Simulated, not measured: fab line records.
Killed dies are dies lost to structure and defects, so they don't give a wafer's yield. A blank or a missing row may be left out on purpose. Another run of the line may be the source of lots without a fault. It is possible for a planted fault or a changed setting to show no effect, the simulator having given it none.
Chamber matching / flow gf180mcu / GF_V5_CMP_04 on cmp-01: 4 sister chambers
The step polishes SiO2. 4 wafers are shown with their chamber, then 7 later ones without.

## EACH WAFER AND ITS CHAMBER
wafer=L080.4; chamber=3; motorCurrentA (A)=11.3
wafer=L088.2; chamber=1; motorCurrentA (A)=12.0
wafer=L095.2; chamber=0; motorCurrentA (A)=11.0
wafer=L095.3; chamber=2; motorCurrentA (A)=13.1

## WAFERS WITHOUT THEIR CHAMBER
wafer=L095.4; motorCurrentA (A)=11.1
wafer=L096.1; motorCurrentA (A)=12.0
wafer=L096.2; motorCurrentA (A)=10.9
wafer=L096.6; motorCurrentA (A)=11.8
wafer=L097.1; motorCurrentA (A)=11.5
wafer=L097.2; motorCurrentA (A)=12.0
wafer=L097.4; motorCurrentA (A)=10.9

## CHAMBER TAKEN BY EACH
wafer=L095.4; from the rows above=can't be placed: 0 or 3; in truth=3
wafer=L096.1; from the rows above=1; in truth=1
wafer=L096.2; from the rows above=0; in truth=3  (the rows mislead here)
wafer=L096.6; from the rows above=1; in truth=1
wafer=L097.1; from the rows above=3; in truth=3
wafer=L097.2; from the rows above=1; in truth=1
wafer=L097.4; from the rows above=0; in truth=0
Correct placement for 5 of the 7. Cannot be placed on the basis of these rows: 1; the candidates contain the true chamber in 1. Placed wrongly: 1.
How it was worked out, from the rows above alone: a wafer's distance from a chamber is the root of the sum, over the readings, of the square of ((its reading less the chamber's mean) divided by the reading's scatter). If the next closest chamber is less than 2 further off than the closest, the wafer can't be placed; otherwise it belongs to the closest. Each chamber's mean is taken over the wafers shown for it. The scatter: with one shown wafer a chamber, the root of the mean of the squares of how far each hidden wafer lies from its nearest shown one.
